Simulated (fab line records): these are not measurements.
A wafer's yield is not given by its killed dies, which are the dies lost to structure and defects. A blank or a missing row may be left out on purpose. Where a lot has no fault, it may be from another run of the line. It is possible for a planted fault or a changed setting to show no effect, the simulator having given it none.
Which tool is to blame? / flow sky130 / 6 lots, 18 wafers sampled, at 1 step of a route of 708

## WHAT EACH GAUGE READ, for each wafer
SKY_NWELL_TW_MEAS_26.
lot=L840; measured=day 6 05:05; on=film metro-04; NWELL_2_TW=500.8 498.8 498.3
lot=L842; measured=day 6 16:40; on=film metro-02; NWELL_2_TW=500.6 501.8 502.0
lot=L852; measured=day 9 03:38; on=film metro-02; NWELL_2_TW=502.6 501.2 502.4
lot=L854; measured=day 9 16:09; on=film metro-02; NWELL_2_TW=500.9 501.4 501.7
lot=L857; measured=day 10 12:11; on=film metro-04; NWELL_2_TW=499.7 501.4 500.0
lot=L859; measured=day 10 23:25; on=film metro-04; NWELL_2_TW=505.4 500.0 503.3

## WHAT TOOL EACH LOT RAN ON (gives the tool, then ch and the chambers of the sampled wafers, and finally the start)
Record: no process step prior to these readings.

## THE ANSWER, worked out from the rows above alone
Rule: the usual values come from the lots themselves. Put in order of their means at a reading, lots are off if they are a third of the lots or fewer, leave a main group of 4 or more, and stand apart from it by a gap of 3 or more times the standard deviation of the main group's means; of several such gaps the widest counts. A main group is skipped when, at the precision printed for the reading in the tables above, its means are all equal. Also off: a lot with no number at a reading for which 4 or more lots have one. All remaining lots with rows at the step are treated as sound.
Across all readings shown, no lot is off: no conclusion can be drawn from this.

## WHAT WAS PUT IN BY THE SIMULATOR
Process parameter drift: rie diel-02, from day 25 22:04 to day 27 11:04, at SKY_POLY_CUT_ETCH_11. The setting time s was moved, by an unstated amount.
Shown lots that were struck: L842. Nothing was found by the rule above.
